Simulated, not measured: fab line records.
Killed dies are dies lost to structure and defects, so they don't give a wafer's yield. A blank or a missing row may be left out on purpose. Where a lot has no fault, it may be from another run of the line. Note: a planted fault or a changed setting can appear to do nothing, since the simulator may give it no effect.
Split-lot trial :: flow gf180mcu :: 23 wafers read across 5 lots, on a route 602 steps long

ON THE SPLIT
At GF_V3_CVD_02 (deposits SiO2 from TEOS, target thk 850 nm, time 94.851 s), the setting time_s was moved away from the recipe's 94.851 s on 4 of the 23 wafers read, by -9.4% to -3.9%. The other wafers ran this setting at the recipe's value.

Between the split and the reading, the file records no step.

THE READING
V3_CVD_02_THK in nanometres, read at GF_V3_THK_MEAS_03. A value of 848 nm with a standard deviation of 12 nm is what fault-free wafers of this fab line usually give.

wafer: L075.1
tool, chamber at the split: pecvd-04, 0
time_s as run, s: 94.851
against the recipe: recipe
V3_CVD_02_THK, nm: 833
against lot-mates on the recipe: -

wafer: L075.2
tool, chamber at the split: pecvd-04, 1
time_s as run, s: 94.851
against the recipe: recipe
V3_CVD_02_THK, nm: 838
against lot-mates on the recipe: -

wafer: L075.3
tool, chamber at the split: pecvd-04, 2
time_s as run, s: 94.851
against the recipe: recipe
V3_CVD_02_THK, nm: 838
against lot-mates on the recipe: -

wafer: L075.5
tool, chamber at the split: pecvd-04, 2
time_s as run, s: 94.851
against the recipe: recipe
V3_CVD_02_THK, nm: 858
against lot-mates on the recipe: -

wafer: L075.6
tool, chamber at the split: pecvd-04, 0
time_s as run, s: 94.851
against the recipe: recipe
V3_CVD_02_THK, nm: 844
against lot-mates on the recipe: -

wafer: L077.2
tool, chamber at the split: pecvd-01, 1
time_s as run, s: 85.9
against the recipe: -9.4%
V3_CVD_02_THK, nm: 776
against lot-mates on the recipe: -87

wafer: L077.3
tool, chamber at the split: pecvd-01, 2
time_s as run, s: 94.851
against the recipe: recipe
V3_CVD_02_THK, nm: 851
against lot-mates on the recipe: -

wafer: L077.4
tool, chamber at the split: pecvd-01, 2
time_s as run, s: 94.851
against the recipe: recipe
V3_CVD_02_THK, nm: 873
against lot-mates on the recipe: -

wafer: L077.5
tool, chamber at the split: pecvd-01, 1
time_s as run, s: 85.9
against the recipe: -9.4%
V3_CVD_02_THK, nm: 792
against lot-mates on the recipe: -71

wafer: L077.6
tool, chamber at the split: pecvd-01, 0
time_s as run, s: 94.851
against the recipe: recipe
V3_CVD_02_THK, nm: 865
against lot-mates on the recipe: -

wafer: L080.1
tool, chamber at the split: pecvd-03, 1
time_s as run, s: 94.851
against the recipe: recipe
V3_CVD_02_THK, nm: 822
against lot-mates on the recipe: -

wafer: L080.3
tool, chamber at the split: pecvd-03, 0
time_s as run, s: 94.851
against the recipe: recipe
V3_CVD_02_THK, nm: 833
against lot-mates on the recipe: -

wafer: L080.6
tool, chamber at the split: pecvd-03, 0
time_s as run, s: 94.851
against the recipe: recipe
V3_CVD_02_THK, nm: 846
against lot-mates on the recipe: -

wafer: L082.1
tool, chamber at the split: pecvd-03, 2
time_s as run, s: 94.851
against the recipe: recipe
V3_CVD_02_THK, nm: 830
against lot-mates on the recipe: -

wafer: L082.2
tool, chamber at the split: pecvd-03, 1
time_s as run, s: 94.851
against the recipe: recipe
V3_CVD_02_THK, nm: 823
against lot-mates on the recipe: -

wafer: L082.3
tool, chamber at the split: pecvd-03, 0
time_s as run, s: 94.851
against the recipe: recipe
V3_CVD_02_THK, nm: 842
against lot-mates on the recipe: -

wafer: L082.5
tool, chamber at the split: pecvd-03, 1
time_s as run, s: 94.851
against the recipe: recipe
V3_CVD_02_THK, nm: 841
against lot-mates on the recipe: -

wafer: L082.6
tool, chamber at the split: pecvd-03, 2
time_s as run, s: 94.851
against the recipe: recipe
V3_CVD_02_THK, nm: 849
against lot-mates on the recipe: -

wafer: L085.1
tool, chamber at the split: pecvd-01, 0
time_s as run, s: 91.16
against the recipe: -3.9%
V3_CVD_02_THK, nm: 814
against lot-mates on the recipe: -52

wafer: L085.2
tool, chamber at the split: pecvd-01, 1
time_s as run, s: 94.851
against the recipe: recipe
V3_CVD_02_THK, nm: 859
against lot-mates on the recipe: -

wafer: L085.3
tool, chamber at the split: pecvd-01, 1
time_s as run, s: 94.851
against the recipe: recipe
V3_CVD_02_THK, nm: 873
against lot-mates on the recipe: -

wafer: L085.5
tool, chamber at the split: pecvd-01, 1
time_s as run, s: 94.851
against the recipe: recipe
V3_CVD_02_THK, nm: 866
against lot-mates on the recipe: -

wafer: L085.6
tool, chamber at the split: pecvd-01, 0
time_s as run, s: 91.16
against the recipe: -3.9%
V3_CVD_02_THK, nm: 829
against lot-mates on the recipe: -37

FIT RESULTS
A straight line over all 23 wafers: V3_CVD_02_THK changes by +6.6 nm for each +1% of time_s; r = +0.79; the points scatter about the line by 15 nm.
The same after taking each lot's own level away (the mean of its wafers on the recipe; 23 wafers): +8.74 nm for each +1%; r = +0.94; scatter 9.5 nm.
That fit puts the effect of the largest move of time_s on the reading at 82 nm.
From 833.7 to 866.0 nm: that is the span of the lots' own levels, equal to 2.7 times the standard deviation above.
So the lot-to-lot level blurs the effect unless lot-mates are compared.
Check: for one of the wafers moved furthest among these (-9.4%), held out of the fit, the line's prediction against its lot-mates is -80.1 nm. It came out at -87 nm against them.

OTHER SPLITS APPLIED TO THESE WAFERS
Note: prior to the reading, these wafers also went through further splits. Each is held against what the fit with the lots' levels taken away leaves over:
other split on the same wafers: GF_V2_CVD_23 temp_c
wafers away from the commonest value: 5
r with V3_CVD_02_THK (lot level and that fit taken away): -0.11

other split on the same wafers: GF_M3_EXPOSE_11 dose_mj
wafers away from the commonest value: 10
r with V3_CVD_02_THK (lot level and that fit taken away): +0.05

other split on the same wafers: GF_M3_PEB_12 peb_temp_c
wafers away from the commonest value: 9
r with V3_CVD_02_THK (lot level and that fit taken away): -0.20

THE WHOLE CHAIN: every reading that the file lists as answering this split, in the file's order
step: GF_V3_CVD_02
what it does: deposits SiO2 from TEOS, target thk 850 nm, time 94.851 s
reading: SiO2_of_V3_CVD_02.thk_nm (the simulator's own value, which no gauge read)
change (the file's fit): +8.76 nm for each +1% of the setting
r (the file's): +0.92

step: GF_V3_THK_MEAS_03
what it does: 
reading: V3_CVD_02_THK
change (the file's fit): +8.79 for each +1% of the setting
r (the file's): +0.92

step: GF_V3_CMP_04
what it does: polishes SiO2
reading: time_to_endpoint_s
change (the file's fit): withheld for each +1% of the setting
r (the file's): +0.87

FILE'S OWN FIT
V3_CVD_02_THK changes by +8.79 nm for each +1% of time_s, r = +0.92.
